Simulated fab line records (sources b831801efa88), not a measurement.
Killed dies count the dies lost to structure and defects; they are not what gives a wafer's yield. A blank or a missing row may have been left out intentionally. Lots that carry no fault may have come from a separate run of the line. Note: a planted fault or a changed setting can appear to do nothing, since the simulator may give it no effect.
Code-filled problem report in 8D (eight disciplines) form	flow gf180mcu	the parts of the form that need people (team, actions taken, sign-off) are left out

1. THE PROBLEM
At GF_HV_LDD_IMPLANT_34, beamEnergyKeV averages 64.342 over 9 wafers from 3 lots, while fault-free wafers read 59.998, standard deviation 0.019. So: +99 or more standard deviations from the usual mean.
Earliest sighting: wafer L982.1 on implanter-02 at day 13 22:01. The record has a number at this step for 42 wafers belonging to 14 lots. The rule behind "out" and "out of limits": a value lying over 4 standard deviations away from the usual mean. Any other wafer with a number is counted as sound.

2. WHAT IT IS, AND WHAT IT ISN'T
question	is	is not
which readings at this step	beamEnergyKeV	-
which lots	L982, L983, L985	L975, L976, L978, L979, L980, L981, L990, L995, L996, L997, L998
which wafers of those lots	all that have a number	-
read on which tools	implanter-02	implanter-03, implanter-04
when	from day 13 22:01	up to then (18 sound wafers); but 15 sound wafers of L990, L995, L996, L997, L998 came after

3. SUSPECTS, AND WHAT RULES EACH OUT
Counting: a tool at a process step up to the reading stays a suspect if it ran every lot that is out and no sound lot after the first of them.
- implanter-02 at GF_HV_LDD_IMPLANT_34: ruled out as a lasting fault. Sound lots L995, L997, L998 ran on it after its first lot that is out, L982 (day 13 22:01).
Left after counting: nothing in the record.

4. THE CAUSE (what the simulator had put in)
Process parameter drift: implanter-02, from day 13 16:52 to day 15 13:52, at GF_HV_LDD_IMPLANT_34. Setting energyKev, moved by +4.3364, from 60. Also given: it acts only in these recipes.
Counting ruled it out, wrongly.

5. THE CHAIN OF EFFECTS, in route order
Rows list readings where the struck wafers' mean (over those with a number) sits beyond 3 standard deviations from the usual. Readings are gone through only where the record gives a usual standard deviation; hours: the median, over the lots, of the time from a lot's start at the first step in this table giving one to that lot's start at this step; sigmas: the change measured in usual standard deviations.
hours	step	reading	usual	on struck wafers	change	sigmas
0	GF_HV_LDD_IMPLANT_34	beamEnergyKeV	59.998	64.342	+4.344	+99 or more
Its process steps:
- GF_HV_LDD_IMPLANT_34
Later steps that measure or inspect, where all struck wafers having a row at the step show a number for every such reading and not one has moved that far: GF_HV_LDD_RS_MEAS_53, GF_CONTACT_RS_MEAS_25, GF_M2_CD_MEAS_14.

6. HOW IT WOULD HAVE BEEN CAUGHT EARLIER
5 hours passed between the start of the fault at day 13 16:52 and the first reading out of limits in this record, taken at day 13 22:01.
